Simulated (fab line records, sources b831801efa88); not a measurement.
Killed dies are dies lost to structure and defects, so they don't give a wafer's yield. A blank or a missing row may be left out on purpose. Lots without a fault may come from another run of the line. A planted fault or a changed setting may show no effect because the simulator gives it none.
Which tool did it? | flow sky130 | 6 lots, 18 wafers sampled, at 4 steps of a route of 708

WHAT THE GAUGES READ, wafer by wafer
SKY_PWDE_OVL_MEAS_07.
lot  | measured    | on         | PWDE_OVL (nm)
L840 | day 4 08:41 | overlay-02 | -2.3 -1.8 -1.3
L843 | day 5 06:32 | overlay-02 | 0.3 -0.2 -0.6
L845 | day 5 14:12 | overlay-02 | 0.9 -0.6 0.8
L849 | day 6 07:20 | overlay-01 | 0.1 1.4 -0.1
L852 | day 6 22:19 | overlay-01 | -0.4 -2.1 -1.9
L860 | day 8 19:51 | overlay-02 | -0.9 -2.3 -1.3

WHICH TOOL RAN EACH LOT (tool, then ch and the chambers of the sampled wafers, then the start)
lot  | SKY_FIELD_ISO_ETCH_14             | SKY_FIELD_ISO_ETCH_15             | SKY_DNWELL_STRIP_08
L840 | rie_diel-03 ch 0,1,2, day 2 11:44 | rie_diel-03 ch 0,1,2, day 2 11:47 | plasma_asher-02 ch 0,1, day 3 17:09
L843 | rie_diel-02 ch 1,2,3, day 3 02:04 | rie_diel-02 ch 1,2,3, day 3 02:07 | plasma_asher-04 ch 0,1, day 4 14:08
L845 | rie_diel-04 ch 1,2, day 3 14:32   | rie_diel-04 ch 1,2, day 3 14:35   | plasma_asher-02 ch 0,1, day 4 20:02
L849 | rie_diel-03 ch 1,2, day 4 10:37   | rie_diel-03 ch 1,2, day 4 10:40   | plasma_asher-04 ch 0,1, day 5 12:36
L852 | rie_diel-03 ch 0,2,3, day 5 01:26 | rie_diel-03 ch 0,2,3, day 5 01:29 | plasma_asher-03 ch 1, day 6 02:54
L860 | rie_diel-03 ch 0,2,3, day 6 17:58 | rie_diel-03 ch 0,2,3, day 6 18:01 | plasma_asher-03 ch 0,1, day 7 22:42
- SKY_FIELD_ISO_ETCH_14: etches BARC in N2/H2, stops on SiO2, time 45.9 s, target depth 60 nm.
- SKY_FIELD_ISO_ETCH_15: etches the open film in CHF3/O2, stops on Si, target depth 180 nm, time 72 s.
- SKY_DNWELL_STRIP_08: strips in O2/N2.

THE ANSWER, worked out from the rows above alone
Rule: what is usual is taken from the lots themselves. Put in order of their means at a reading, lots are off if they are a third of the lots or fewer, leave a main group of 4 or more, and stand apart from it by a gap of 3 or more times the standard deviation of the main group's means; of several such gaps the widest counts. A main group whose means are all the same, to the digits that the tables above print for the reading, isn't used. A lot without any number at a reading at which 4 lots or more have one is off too. The other lots that the step has rows for count as sound.
No lot is off at any reading shown: from this, nothing can be told.

WHAT THE SIMULATOR HAD PUT IN
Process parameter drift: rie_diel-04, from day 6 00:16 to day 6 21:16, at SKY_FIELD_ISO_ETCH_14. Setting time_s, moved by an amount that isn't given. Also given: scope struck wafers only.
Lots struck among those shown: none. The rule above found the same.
